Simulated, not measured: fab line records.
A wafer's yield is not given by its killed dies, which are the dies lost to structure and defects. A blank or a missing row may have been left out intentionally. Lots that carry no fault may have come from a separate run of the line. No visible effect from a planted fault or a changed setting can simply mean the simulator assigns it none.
fab line records	flow sky130
record: lots: 6	wafers: 18	last-day: 49
route steps=708 shown VT_ADJUST_LVTN@116 VT_ADJUST_NCORE@119 VT_ADJUST_HVTR@131 PAD_OPEN@708
lots that met no fault: taken from a fault-free run of the same line
start-h: start of the lot's first displayed wafer, in hours after the record's first day	wait-h: time in hours since the lot's previous step	" the same as in the row above	L1.1+2: several wafers, shown together as one row	- value missing, or start not given	* or withheld: withheld	< > ~ a bound
route shown NAME@n: a module of which the file shows steps, and the number in the route of the first	usual: mean/standard deviation taken from wafers without a fault	same: alike in all rows	chamber/n: place in a boat	sites: each site's reading	_std_site: standard deviation across them	_edge_site: inner sites' mean taken away from outer sites' mean	radius-mm: how far each site lies from the wafer's centre	mask NAME#n: copy n	behind: the tool/chamber that last shaped the wafer	hold: reason for holding the lot/hours on hold/outcome of the hold	device: the n, p or np transistor that did not switch	end of line: the same wafers' tests at the end of the route	a step without rows: its recipe alone	killed: count of dies lost to structure and defects at first sort (not the wafer's yield)	map: dies across one wafer; x = killed, . = not, _ = none there
set.NAME: the setting that was run; set.NAME@STEP: the one run at that earlier step	model.NAME: the simulator's own value behind a step, which no gauge read
lots seen at some steps along the route; tables by step, rows by wafer
services: the hour from which a tool's chamber was out of use, counted from the record's first day as start-h (under 0 if before that day), plus the number of hours and why
== steps ==
step: SKY_VT_ADJUST_LVTN_IMPLANT_19
recipe: species: B	energy-kev: 30	dose-cm2: 6.5e+11	tilt-deg: withheld
step: SKY_VT_ADJUST_LVTN_STRIP_20
recipe: chemistry: O2/N2	power-w: 1400	pressure-mtorr: 1500	platen-temp-c: withheld	o2-flow-sccm: 3000	n2-flow-sccm: 300	overash-fraction: 0.5
usual: chamber-pressure-mTorr: 1499.9/1.3	drypump-motor-current-A: 5.7/0.33	oes-product-au: 0.715/0.0045	strip-time-to-endpoint-s: 14.18/0.046
lot.wafer	tool	chamber	start-h	wait-h	chamber-pressure-mTorr	drypump-motor-current-A	oes-product-au	rf-hours-counter-h	strip-time-to-endpoint-s
L567.3	plasma-asher-04	0	176.62	0.1	1498.5	5.3	0.717	-	14.26
L567.5	"	0	"	"	1500.6	5.3	0.709	-	14.23
L567.6	"	1	"	"	1499.0	5.6	0.720	-	14.24
L572.1	plasma-asher-04	1	206.37	0.1	1500.5	5.7	0.715	50	14.11
L572.2	"	0	"	"	1500.3	5.3	0.708	50	14.13
L572.6	"	0	"	"	1498.6	5.3	0.722	-	14.13
L581.2	plasma-asher-02	0	258.94	0.1	1500.5	6.4	0.715	58	14.15
L581.3	"	1	"	"	1501.6	5.2	0.717	-	14.11
L581.5	"	1	"	"	1500.4	5.2	0.717	-	14.11
L582.2	plasma-asher-01	1	266.14	0.1	1497.9	5.7	0.714	15	14.21
L582.4	"	0	"	"	1500.0	5.8	0.713	-	14.16
L582.5	"	1	"	"	1498.3	5.7	0.708	-	14.25
L584.3	plasma-asher-01	1	275.32	0.1	1500.3	5.7	0.714	-	14.14
L584.5	"	1	"	"	1500.8	5.7	0.714	-	14.17
L584.6	"	0	"	"	1497.8	5.8	0.727	-	14.18
L586.1	plasma-asher-02	1	293.14	0.1	1497.3	5.2	0.716	62	14.23
L586.5	"	1	"	"	1500.7	5.2	0.714	-	14.16
L586.6	"	0	"	"	1499.0	6.4	0.709	-	14.20
step: SKY_VT_ADJUST_LVTN_TW_MEAS_21
usual: VT_ADJUST_LVTN_2_TW: 187.6/2.4
lot.wafer	tool	chamber	start-h	wait-h	VT_ADJUST_LVTN_2_TW
L567.3	film-metro-01	-	176.71	0.1	190.3
L567.5	"	-	"	"	190.4
L567.6	"	-	"	"	189.1
L572.1	film-metro-01	-	206.47	0.1	190.9
L572.2	"	-	"	"	189.8
L572.6	"	-	"	"	190.2
L581.2	film-metro-01	-	259.05	0.1	189.0
L581.3	"	-	"	"	189.5
L581.5	"	-	"	"	189.5
L582.2	film-metro-02	-	266.25	0.1	184.5
L582.4	"	-	"	"	185.1
L582.5	"	-	"	"	186.3
L584.3	film-metro-02	-	275.40	0.1	185.2
L584.5	"	-	"	"	184.5
L584.6	"	-	"	"	184.8
L586.1	film-metro-02	-	293.24	0.1	185.5
L586.5	"	-	"	"	185.2
L586.6	"	-	"	"	184.1
step: SKY_VT_ADJUST_NCORE_DEHYDRATE_00
recipe: temp-c: 200	time-s: 60
step: SKY_VT_ADJUST_NCORE_HMDS_01
recipe: prime-time-s: 60	prime-temp-c: 120
step: SKY_VT_ADJUST_NCORE_COAT_02
recipe: resist: NOVOLAK	spin-rpm: 3000	resist-thk-nm: 1140
step: SKY_VT_ADJUST_NCORE_SOFTBAKE_03
recipe: temp-c: 90	time-s: 60	resist: NOVOLAK
step: SKY_VT_ADJUST_NCORE_EXPOSE_04
recipe: mask-id: LVTN_COMPLEMENT_THIN	na: 0.6	source-shape: conventional	sigma-outer: 0.6	polarization: unpolarized	target-cd-nm: 380	dose-mj: 139
step: SKY_VT_ADJUST_NCORE_PEB_05
recipe: temp-c: withheld	time-s: *	resist: NOVOLAK
step: SKY_VT_ADJUST_NCORE_DEVELOP_06
recipe: resist: NOVOLAK	developer: TMAH	develop-time-s: 60	dev-temp-c: 23
step: SKY_VT_ADJUST_NCORE_CD_MEAS_07
recipe: target-cd-nm: 380
usual: cd-nm: 381.0/2.6
lot.wafer	tool	chamber	start-h	wait-h	cd-nm
L567.3	cd-sem-01	-	198.01	0.1	383.1
L567.5	"	-	"	"	380.8
L567.6	"	-	"	"	380.7
L572.1	cd-sem-02	-	228.82	0.1	381.7
L572.2	"	-	"	"	381.7
L572.6	"	-	"	"	382.4
L581.2	cd-sem-01	-	282.45	0.1	384.9
L581.3	"	-	"	"	385.6
L581.5	"	-	"	"	382.7
L582.2	cd-sem-01	-	290.89	0.1	381.2
L582.4	"	-	"	"	379.6
L582.5	"	-	"	"	381.7
L584.3	cd-sem-02	-	300.26	0.1	380.7
L584.5	"	-	"	"	379.8
L584.6	"	-	"	"	380.7
L586.1	cd-sem-01	-	319.17	0.1	380.5
L586.5	"	-	"	"	380.4
L586.6	"	-	"	"	382.4
step: SKY_VT_ADJUST_NCORE_OVL_MEAS_08
usual: VT_ADJUST_NCORE_OVL: -0.8/1.4
lot.wafer	tool	chamber	start-h	wait-h	VT_ADJUST_NCORE_OVL[nm]
L567.3	overlay-01	-	198.10	0.1	1.4
L567.5	"	-	"	"	0.2
L567.6	"	-	"	"	1.3
L572.1	overlay-01	-	228.94	0.1	-1.3
L572.2	"	-	"	"	-1.5
L572.6	"	-	"	"	-3.3
L581.2	overlay-01	-	282.55	0.1	1.2
L581.3	"	-	"	"	-0.6
L581.5	"	-	"	"	1.1
L582.2	overlay-02	-	290.99	0.1	-0.8
L582.4	"	-	"	"	-0.9
L582.5	"	-	"	"	1.4
L584.3	overlay-02	-	300.35	0.1	0.5
L584.5	"	-	"	"	-1.5
L584.6	"	-	"	"	-2.0
L586.1	overlay-01	-	319.29	0.1	-0.6
L586.5	"	-	"	"	-1.9
L586.6	"	-	"	"	-1.8
step: SKY_VT_ADJUST_NCORE_IMPLANT_09
recipe: species: B	energy-kev: 10	dose-cm2: 2.4e+12	tilt-deg: withheld
usual: dose-ions-cm2: 2.4002e+12/2.8e+09	faraday-current-uA: 13.52/0.27
lot.wafer	tool	chamber	start-h	wait-h	dose-ions-cm2	faraday-current-uA
L567.3	implanter-01	0	198.17	0.1	2.3974e+12	13.48
L567.5	"	0	"	"	2.3997e+12	13.54
L567.6	"	0	"	"	2.398e+12	13.39
L572.1	implanter-01	0	228.97	0.0	2.3938e+12	13.43
L572.2	"	0	"	"	2.3953e+12	12.77
L572.6	"	0	"	"	2.3967e+12	13.06
L581.2	implanter-01	0	282.61	0.0	1.0066e+12	5.69
L581.3	"	0	"	"	1.0059e+12	5.56
L581.5	"	0	"	"	1.0067e+12	5.74
L582.2	implanter-01	0	291.05	0.0	1.0063e+12	5.88
L582.4	"	0	"	"	1.0063e+12	5.75
L582.5	"	0	"	"	1.0089e+12	5.76
L584.3	implanter-03	0	300.42	0.1	2.3976e+12	13.85
L584.5	"	0	"	"	2.3972e+12	13.86
L584.6	"	0	"	"	2.3971e+12	13.67
L586.1	implanter-04	0	319.32	0.0	2.3998e+12	13.21
L586.5	"	0	"	"	2.4051e+12	13.89
L586.6	"	0	"	"	2.4045e+12	13.68
step: SKY_VT_ADJUST_NCORE_STRIP_10
recipe: chemistry: O2/N2	power-w: 1400	pressure-mtorr: 1500	platen-temp-c: withheld	o2-flow-sccm: 3000	n2-flow-sccm: 300	overash-fraction: 0.5
usual: chamber-pressure-mTorr: 1500.1/1.4	drypump-motor-current-A: 5.7/0.35	oes-product-au: 0.715/0.0044	strip-time-to-endpoint-s: 14.18/0.036
lot.wafer	tool	chamber	start-h	wait-h	chamber-pressure-mTorr	drypump-motor-current-A	oes-product-au	rf-hours-counter-h	strip-time-to-endpoint-s
L567.3	plasma-asher-03	0	198.31	0.1	1499.5	6.0	0.713	-	14.15
L567.5	"	0	"	"	1500.5	6.0	0.714	-	14.23
L567.6	"	1	"	"	1499.8	5.7	0.718	-	14.19
L572.1	plasma-asher-02	0	229.12	0.1	1500.6	6.3	0.712	55	14.18
L572.2	"	1	"	"	1499.2	5.2	0.718	55	14.16
L572.6	"	0	"	"	1503.0	6.3	0.721	-	14.15
L581.2	plasma-asher-03	0	282.73	0.1	1500.9	6.0	0.724	47	14.20
L581.3	"	1	"	"	1499.4	5.7	0.710	-	14.17
L581.5	"	1	"	"	1500.0	5.7	0.714	-	14.21
L582.2	plasma-asher-02	1	291.17	0.1	1501.6	5.2	0.723	62	14.17
L582.4	"	1	"	"	1501.6	5.2	0.713	-	14.12
L582.5	"	0	"	"	1501.0	6.4	0.719	-	14.18
L584.3	plasma-asher-04	0	300.56	0.1	1499.0	5.3	0.718	-	14.20
L584.5	"	0	"	"	1498.9	5.3	0.710	-	14.15
L584.6	"	1	"	"	1499.7	5.6	0.701	-	14.17
L586.1	plasma-asher-02	1	319.47	0.1	1501.1	5.2	0.718	65	14.28
L586.5	"	1	"	"	1503.1	5.2	0.711	-	14.21
L586.6	"	0	"	"	1501.5	6.4	0.720	-	14.20
step: SKY_VT_ADJUST_NCORE_TW_MEAS_11
usual: VT_ADJUST_NCORE_TW: 217.7/2
lot.wafer	tool	chamber	start-h	wait-h	VT_ADJUST_NCORE_TW
L567.3	film-metro-03	-	198.39	0.1	219.1
L567.5	"	-	"	"	219.3
L567.6	"	-	"	"	219.9
L572.1	film-metro-02	-	229.22	0.1	216.8
L572.2	"	-	"	"	217.6
L572.6	"	-	"	"	217.5
L581.2	film-metro-02	-	282.84	0.1	169.4
L581.3	"	-	"	"	169.5
L581.5	"	-	"	"	169.6
L582.2	film-metro-02	-	291.28	0.1	169.7
L582.4	"	-	"	"	168.6
L582.5	"	-	"	"	170.1
L584.3	film-metro-02	-	300.64	0.1	215.2
L584.5	"	-	"	"	216.7
L584.6	"	-	"	"	216.2
L586.1	film-metro-02	-	319.57	0.1	216.7
L586.5	"	-	"	"	218.0
L586.6	"	-	"	"	216.2
step: SKY_VT_ADJUST_HVTR_DEHYDRATE_00
recipe: temp-c: 200	time-s: 60
step: SKY_PAD_OPEN_PROBE_99
usual: killed_at_M0_to_M3: 43/7.1	killed_at_M4_up: 3.3/2	killed-at-contacts: 24/5.1	killed-at-front-end: 15/4.6	killed-at-other: 0.3/0.6	killed-dies: 86/9.6	killed-open: 46/7.3	killed-short: 39/6.7
same: gross-dies: 492	killed-at-back-side: 0
lot.wafer	tool	chamber	start-h	wait-h	killed_at_M0_to_M3	killed_at_M4_up	killed-at-contacts	killed-at-front-end	killed-at-other	killed-dies	killed-open	killed-short	model.etest.nfet_16v.r-on-ohm-um	model.etest.pfet_16v.r-on-ohm-um	model.etest.pfet-g5v0d10v5.r-on-ohm-um	model.etest.tip-p.rs-ohm-sq	model.etest.pfet_01v8.r-on-ohm-um	model.etest.res-pwell-under-gate.rs-ohm-sq	model.etest.nfet-g5v0d10v5.r-on-ohm-um	model.etest.tip_p_5v.rs-ohm-sq
L567.3	prober-01	-	1094.28	0.2	41	1	31	20	1	94	58	35	1.434e+04	1.528e+04	4802	6924	2850	2275	1886	2850
L567.5	prober-01	-	1094.38	0.2	49	3	24	7	0	83	41	42	1.409e+04	1.524e+04	4796	6888	2878	2288	1901	2853
L567.6	prober-01	-	1094.43	0.2	41	4	28	17	0	90	53	37	1.424e+04	1.558e+04	4794	6866	2898	2294	1902	2882
L572.1	prober-02	-	1115.05	0.1	56	4	24	18	0	102	53	49	1.411e+04	1.531e+04	4828	6919	2923	2301	1893	2867
L572.2	prober-02	-	1115.10	0.1	38	3	20	26	0	87	52	35	1.398e+04	1.495e+04	4709	6919	2885	2296	1866	2862
L572.6	prober-02	-	1115.30	0.2	50	2	23	16	1	92	49	43	1.406e+04	1.488e+04	4770	6943	2848	2298	1872	2867
L581.2	prober-01	-	1162.19	0.1	31	2	23	21	1	78	38	39	1.212e+04	1.678e+04	5468	7440	3136	2480	1716	2997
L581.3	prober-01	-	1162.24	0.2	38	2	24	9	2	75	46	27	1.223e+04	1.696e+04	5474	7474	3270	2484	1751	3003
L581.5	prober-01	-	1162.34	0.2	38	7	22	19	0	86	51	35	1.205e+04	1.691e+04	5446	7458	3226	2485	1722	2977
L582.2	prober-02	-	1167.38	0.1	48	3	39	26	0	116	65	51	-	-	-	-	-	-	-	-
L582.4	prober-02	-	1167.48	0.2	49	3	26	13	1	92	55	37	-	-	-	-	-	-	-	-
L582.5	prober-02	-	1167.53	0.2	47	7	26	16	0	96	51	45	-	-	-	-	-	-	-	-
L584.3	prober-02	-	1174.48	0.2	42	1	16	18	1	78	45	31	1.414e+04	1.512e+04	4740	6935	2948	2280	1892	2869
L584.5	prober-02	-	1174.58	0.2	39	9	17	19	0	84	43	41	1.384e+04	1.49e+04	4770	6946	2984	2280	1892	2844
L584.6	prober-02	-	1174.63	0.2	46	1	32	10	0	89	54	35	1.407e+04	1.508e+04	4767	6874	2918	2247	1892	2845
L586.1	prober-02	-	1182.88	0.1	52	3	26	11	0	92	39	52	1.458e+04	1.515e+04	4785	6933	2903	2295	1888	2843
L586.5	prober-02	-	1183.08	0.2	31	3	26	13	1	74	37	36	1.429e+04	1.542e+04	4700	6910	2892	2286	1874	2839
L586.6	prober-02	-	1183.13	0.2	54	0	18	16	1	89	40	47	1.436e+04	1.497e+04	4684	6937	2896	2279	1863	2853
killed by level:class
L567.3 CONTACT:geometric-particle:open=15 VIA1:geometric-particle:open=13 LI_CONTACT:geometric-particle:open=7 FIELD_ISO:geometric-particle:open=6 POLY_GATE:geometric-particle:open=5 VIA2:geometric-particle:short=5 POLY_GATE:geometric-particle:short=4 LOCAL_INTERCONNECT:geometric-particle:short=4
L567.5 VIA1:geometric-particle:open=9 VIA2:geometric-particle:open=8 LI_CONTACT:geometric-particle:open=7 LOCAL_INTERCONNECT:geometric-particle:short=6 VIA3:geometric-particle:open=6 VIA2:geometric-particle:short=6 CONTACT:geometric-particle:open=5 CONTACT:geometric-particle:short=5
L567.6 VIA2:geometric-particle:open=12 LI_CONTACT:geometric-particle:open=10 CONTACT:geometric-particle:open=7 POLY_GATE:geometric-particle:open=6 METAL1:geometric-particle:short=6 CONTACT:geometric-particle:short=5 METAL2:geometric-particle:short=5 POLY_GATE:geometric-particle:short=4
L572.1 VIA1:geometric-particle:open=12 VIA1:geometric-particle:short=9 VIA2:geometric-particle:open=8 LI_CONTACT:geometric-particle:open=7 METAL2:geometric-particle:short=7 POLY_GATE:geometric-particle:open=5 POLY_GATE:geometric-particle:short=5 CONTACT:geometric-particle:open=5
L572.2 CONTACT:geometric-particle:open=10 VIA3:geometric-particle:open=8 VIA2:geometric-particle:open=7 FIELD_ISO:geometric-particle:short=6 VIA1:geometric-particle:open=6 VIA2:geometric-particle:short=6 FIELD_ISO:geometric-particle:open=5 POLY_GATE:geometric-particle:short=5
L572.6 VIA1:geometric-particle:open=11 METAL2:geometric-particle:short=9 VIA3:geometric-particle:open=9 CONTACT:geometric-particle:open=7 LOCAL_INTERCONNECT:geometric-particle:short=5 FIELD_ISO:geometric-particle:open=4 POLY_GATE:geometric-particle:open=4 LI_CONTACT:geometric-particle:short=4
L581.2 POLY_GATE:geometric-particle:short=8 CONTACT:geometric-particle:open=7 VIA3:geometric-particle:open=7 LI_CONTACT:geometric-particle:open=6 CONTACT:geometric-particle:short=6 FIELD_ISO:geometric-particle:short=5 VIA1:geometric-particle:open=5 METAL2:geometric-particle:short=4
L581.3 VIA1:geometric-particle:open=10 VIA3:geometric-particle:open=9 CONTACT:geometric-particle:open=7 LI_CONTACT:geometric-particle:open=6 CONTACT:geometric-particle:short=5 LOCAL_INTERCONNECT:geometric-particle:short=4 METAL2:geometric-particle:short=4 VIA2:geometric-particle:open=4
L581.5 VIA1:geometric-particle:open=10 CONTACT:geometric-particle:open=10 POLY_GATE:geometric-particle:short=8 VIA2:geometric-particle:open=7 LI_CONTACT:geometric-particle:open=6 METAL4:geometric-particle:short=5 VIA3:geometric-particle:open=5 LOCAL_INTERCONNECT:geometric-particle:short=4
L582.2 LI_CONTACT:geometric-particle:open=11 VIA2:geometric-particle:open=10 POLY_GATE:geometric-particle:open=9 CONTACT:geometric-particle:open=9 VIA1:geometric-particle:open=9 CONTACT:geometric-particle:short=8 METAL1:geometric-particle:short=7 VIA3:geometric-particle:open=5
L582.4 LI_CONTACT:geometric-particle:open=12 VIA2:geometric-particle:open=11 CONTACT:geometric-particle:open=9 VIA1:geometric-particle:open=8 VIA1:geometric-particle:short=8 METAL2:geometric-particle:short=7 POLY_GATE:geometric-particle:open=5 LI_CONTACT:geometric-particle:short=4
L582.5 VIA1:geometric-particle:open=11 VIA2:geometric-particle:open=10 CONTACT:geometric-particle:open=9 LI_CONTACT:geometric-particle:open=8 METAL4:geometric-particle:short=7 VIA1:geometric-particle:short=6 METAL2:geometric-particle:short=5 CONTACT:geometric-particle:short=5
L584.3 VIA1:geometric-particle:open=7 VIA2:geometric-particle:open=7 FIELD_ISO:geometric-particle:open=6 METAL1:geometric-particle:short=6 VIA3:geometric-particle:open=6 CONTACT:geometric-particle:open=5 METAL2:geometric-particle:short=5 LI_CONTACT:geometric-particle:short=4
L584.5 VIA1:geometric-particle:open=8 METAL4:geometric-particle:short=6 CONTACT:geometric-particle:open=6 VIA3:geometric-particle:open=6 VIA2:geometric-particle:open=5 METAL2:geometric-particle:short=4 SPACER:geometric-particle:open=4 SPACER:geometric-particle:short=4
L584.6 CONTACT:geometric-particle:open=13 VIA1:geometric-particle:open=9 VIA2:geometric-particle:open=8 LI_CONTACT:geometric-particle:open=7 VIA3:geometric-particle:open=6 METAL1:geometric-particle:short=5 VIA1:geometric-particle:short=5 CONTACT:geometric-particle:short=4
L586.1 VIA1:geometric-particle:short=14 METAL1:geometric-particle:short=10 CONTACT:geometric-particle:open=10 VIA1:geometric-particle:open=8 LOCAL_INTERCONNECT:geometric-particle:short=7 POLY_GATE:geometric-particle:short=6 VIA3:geometric-particle:open=5 METAL2:geometric-particle:short=5
L586.5 LI_CONTACT:geometric-particle:open=8 VIA1:geometric-particle:open=8 CONTACT:geometric-particle:open=7 METAL1:geometric-particle:short=7 LI_CONTACT:geometric-particle:short=4 CONTACT:geometric-particle:short=4 VIA2:geometric-particle:short=4 SPACER:geometric-particle:open=3
L586.6 METAL1:geometric-particle:short=13 VIA1:geometric-particle:open=9 CONTACT:geometric-particle:open=6 VIA1:geometric-particle:short=6 VIA3:geometric-particle:open=6 LI_CONTACT:geometric-particle:open=5 FIELD_ISO:geometric-particle:short=4 VIA2:geometric-particle:open=4
== services ==
tool	chamber	start-h	hours	kind
implanter-04	-	195.83	4.4	repair
implanter-01	-	214.53	4.1	pm
implanter-01	-	221.34	1.4	repair
plasma-asher-04	-	234.59	5.4	repair
plasma-asher-03	-	295.75	0.7	repair
plasma-asher-01	-	297.31	3.7	repair
== key ==
first-sign: step: SKY_VT_ADJUST_NCORE_IMPLANT_09	reading: dose-ions-cm2	direction: down	sigmas: 99+	usual: *	struck: *
effect: step: SKY_VT_ADJUST_NCORE_IMPLANT_09	reading: faraday-current-uA	direction: down	sigmas: 29	usual: 13.52	struck: 5.73
effect: step: SKY_VT_ADJUST_NCORE_TW_MEAS_11	reading: VT_ADJUST_NCORE_TW	direction: down	sigmas: 25	usual: 217.7	struck: 169.5
model-effect: step: SKY_PAD_OPEN_PROBE_99	value: etest.nfet_16v.r-on-ohm-um	without: 1.393e+04	struck: 1.213e+04
met-at SKY_VT_ADJUST_NCORE_IMPLANT_09
struck-wafers L581.2,L581.3,L581.5,L582.2,L582.4,L582.5
tester-left-out L581,L582
onset-between 228.97 282.61
fault: kind: process-parameter-drift	tool: implanter-01	chamber: -	onset-h: 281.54	steps: SKY_VT_ADJUST_NCORE_IMPLANT_09	channel: dose-cm2	offset: *	shape: step	end-h: 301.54	acts-in: *	stated: *
tester-left-out: of these lots the tester's yield and bins aren't shown, on N5 and GAA mostly nor the transistor test; their killed dies are dies lost to structure and defects alone, not to doping, threshold or leakage, so they don't give the yield
